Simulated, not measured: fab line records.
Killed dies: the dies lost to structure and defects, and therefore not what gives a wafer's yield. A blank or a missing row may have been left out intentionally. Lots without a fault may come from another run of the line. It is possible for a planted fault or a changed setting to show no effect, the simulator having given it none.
Matching of chambers    flow gf180mcu    cmp-01 running GF_V4_CMP_26: 4 sister chambers
The step polishes, stops on SiO2, t overpolish 15 s, target thk 0 nm. 4 wafers are shown with their chamber, then 9 later ones without.

== WAFERS, EACH WITH ITS CHAMBER ==
wafer   chamber  motor-current-A (A)
L349.1  1        13.5
L353.1  2        10.7
L353.3  3        11.4
L353.4  0        12.4

== WAFERS WITHOUT THEIR CHAMBER ==
wafer   motor-current-A (A)
L356.1  10.6
L356.2  11.7
L356.3  12.7
L362.2  12.3
L362.4  12.4
L362.6  12.3
L365.2  11.0
L365.3  12.6
L365.6  12.1

== WHICH CHAMBER EACH ONE RAN IN ==
wafer    from the rows above       in truth
L356.1   2                         2
L356.2   can't be placed: 3 or 0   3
L356.3   0                         0
L362.2   0                         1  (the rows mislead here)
L362.4   0                         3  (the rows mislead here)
L362.6   0                         0
L365.2   can't be placed: 2 or 3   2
L365.3   0                         0
L365.6   can't be placed: 0 or 3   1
Correctly placed: 4 of 9. Can't be placed from these rows: 3 (the true chamber is among the candidates in 2). Placed wrongly: 2.
How it was worked out, from the rows above alone: a wafer's distance from a chamber is the root of the sum, over the readings, of the square of ((its reading less the chamber's mean) divided by the reading's scatter). If the next closest chamber is less than 2 further off than the closest, the wafer can't be placed; otherwise it belongs to the closest. Each chamber's mean is taken over the wafers shown for it. The scatter: root of mean squared gap, hidden wafer to nearest shown wafer, with one shown wafer a chamber.
